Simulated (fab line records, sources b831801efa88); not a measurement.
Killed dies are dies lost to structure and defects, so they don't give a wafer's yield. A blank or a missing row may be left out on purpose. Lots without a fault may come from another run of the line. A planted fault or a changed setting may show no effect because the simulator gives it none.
A struck lot beside a sound one | flow sky130 | 16 steps out of a route of 708
Sound: wafers L449.1, L449.3, L449.6. Struck: wafers L462.2, L462.3. (L462.5 of the same lot was not struck and is left out.) The cause comes at the end.
At each step with rows: each side's tool, then ch and its chambers, then its first start. Under that, the readings that differ: sound wafers | struck wafers | difference of the means | sigmas: that difference in standard deviations of wafers without a fault.
alike: readings whose means differ by less than 2 such deviations, and words and numbers that are the same on both sides. not compared: withheld readings, readings that some wafer has no value for, bounds like >300 that may hide the same value, and numbers for which the record gives no deviation and whose values overlap.
The two part at a step that has a row with sigmas, a row that says differs or no value, or rows on one side only. Numbers that don't overlap but have no deviation are shown without sigmas and don't part them. A reading that every wafer of one side lacks parts them only if that side has two wafers or more.

first, 9 steps without rows for these wafers: SKY_CAP2M_CLEAN_17 (cleans in O3/DIW); SKY_METAL4_DEHYDRATE_05 (time 60 s); SKY_METAL4_HMDS_06 (prime time 60 s); SKY_METAL4_COAT_07 (resist thk 60 nm); SKY_METAL4_COAT_08 (resist thk 1140 nm); SKY_METAL4_SOFTBAKE_09 (time 90 s); SKY_METAL4_EXPOSE_10 (exposes mask MM4, target cd 300 nm); SKY_METAL4_PEB_11; SKY_METAL4_DEVELOP_12 (develop time 60 s).
SKY_METAL4_CD_MEAS_13: target cd 300 nm.
  sound on cd_sem-01, day 42 16:46; struck on cd_sem-02, day 46 08:26
  alike: cd_nm
SKY_METAL4_OVL_MEAS_14:
  sound on overlay-01, day 42 16:53; struck on overlay-02, day 46 08:33
  alike: METAL4_OVL
SKY_METAL4_DESCUM_15: chemistry O2, time 8 s.
  sound on rie_metal-02 ch 1, day 42 16:56; struck on rie_metal-02 ch 0, day 46 08:35
  alike: drypump_motor_current_A, oes_product_au
  not compared: rf_hours_counter_h
SKY_METAL4_ETCH_16: etches BARC in N2/H2, stops on SiO2, time 88.2 s, target depth 60 nm.
  sound on rie_metal-02 ch 1, day 42 16:58; struck on rie_metal-02 ch 0, day 46 08:37
  reading                                       | sound             | struck    | difference | sigmas
  model.KrF-thick_of_METAL4_COAT_08.thk_nm (nm) | 1078 1079 1078    | 1090 1090 | +12        |
  model.METAL4.cd_nm (nm)                       | 301.1 301.2 300.1 | 304 305.2 | +4         |
  alike: bias_w, drypump_motor_current_A, oes_product_au, throttle_valve_pct
  not compared: rf_hours_counter_h
SKY_METAL4_ETCH_17: etches SiO2 in C4F8/O2/Ar, stops on TiN, time 3.9 s, target depth 15 nm.
  sound on rie_diel-01 ch 0,2, day 42 17:04; struck on rie_diel-04 ch 0,1, day 46 08:43
  reading                 | sound             | struck      | difference | sigmas
  model.METAL4.cd_nm (nm) | 301.1 301.1 300.2 | 304.1 305.1 | +3.8       |
  alike: bias_w, oes_product_au
  not compared: rf_hours_counter_h
SKY_METAL4_METAL_ETCH_18: etches the open film in Cl2/BCl3, stops on SiO2, target depth 845 nm, time 183.1 s.
  sound on rie_metal-04 ch 0,1, day 42 17:05; struck on rie_metal-04 ch 0, day 46 08:44
  alike: bias_w, drypump_motor_current_A, oes_product_au, throttle_valve_pct
  not compared: rf_hours_counter_h
-- the record jumps here: 3 days lie between the struck wafers' starts before and after (it left off in module METAL4 and takes up again in module PAD_OPEN, whose first step shown is number 708 of the route) --
SKY_PAD_OPEN_PROBE_99:
  sound on prober-01, day 46 15:20; struck on prober-02, day 49 18:18
  alike: defect_limited_yield, killed_at_M0_to_M3, killed_at_M4_up, killed_at_contacts, killed_at_front_end, killed_at_other, killed_dies, killed_open, killed_short, sort_bin_3_pad_short, sort_bin_5_function, sort_bin_6_memory, sort_n_pass, sort_yield_pct

WHERE THEY PART
Nowhere in this record.

WHY: what the simulator had put in
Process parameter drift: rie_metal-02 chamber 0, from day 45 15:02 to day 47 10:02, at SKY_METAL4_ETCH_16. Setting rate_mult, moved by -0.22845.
